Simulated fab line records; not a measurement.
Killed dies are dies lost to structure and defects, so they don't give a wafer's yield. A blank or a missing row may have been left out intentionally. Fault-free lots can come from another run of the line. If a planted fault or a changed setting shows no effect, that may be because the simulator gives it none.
Which tool is to blame? / flow sky130 / 21 wafers sampled from 7 lots at 1 step of a route of 708

WHAT EACH GAUGE READ, for each wafer
SKY_METAL2_CD_MEAS_15: the cd target is 140 nm.
lot=L744; measured=day 37 23:03; on=cd-sem-02; cd-nm (nm)=140.4 138.9 140.0
lot=L745; measured=day 38 03:40; on=cd-sem-01; cd-nm (nm)=141.7 139.8 141.8
lot=L748; measured=day 39 09:05; on=cd-sem-02; cd-nm (nm)=136.9 136.0 137.5
lot=L752; measured=day 40 11:02; on=cd-sem-01; cd-nm (nm)=140.8 140.1 139.6
lot=L754; measured=day 40 22:22; on=cd-sem-02; cd-nm (nm)=138.6 138.4 139.6
lot=L761; measured=day 41 19:43; on=cd-sem-02; cd-nm (nm)=139.4 138.5 138.8
lot=L762; measured=day 42 04:57; on=cd-sem-02; cd-nm (nm)=138.6 139.0 138.6

TOOL THAT RAN EACH LOT (tool first, then ch and the chambers of the sampled wafers, then the start)
The record shows no process step preceding these readings.

THE ANSWER, worked out from the rows above alone
Rule: the usual values come from the lots themselves. Put in order of their means at a reading, lots are off if they are a third of the lots or fewer, leave a main group of 4 or more, and stand apart from it by a gap of 3 or more times the standard deviation of the main group's means; of several such gaps the widest counts. The tables above print the reading to a certain number of digits; a main group whose means all agree to those digits is not used. A lot without any number at a reading at which 4 lots or more have one is off too. The other lots that the step has rows for count as sound.
Nothing can be told from this: no lot is off at any reading shown.

WHAT THE SIMULATOR PUT IN
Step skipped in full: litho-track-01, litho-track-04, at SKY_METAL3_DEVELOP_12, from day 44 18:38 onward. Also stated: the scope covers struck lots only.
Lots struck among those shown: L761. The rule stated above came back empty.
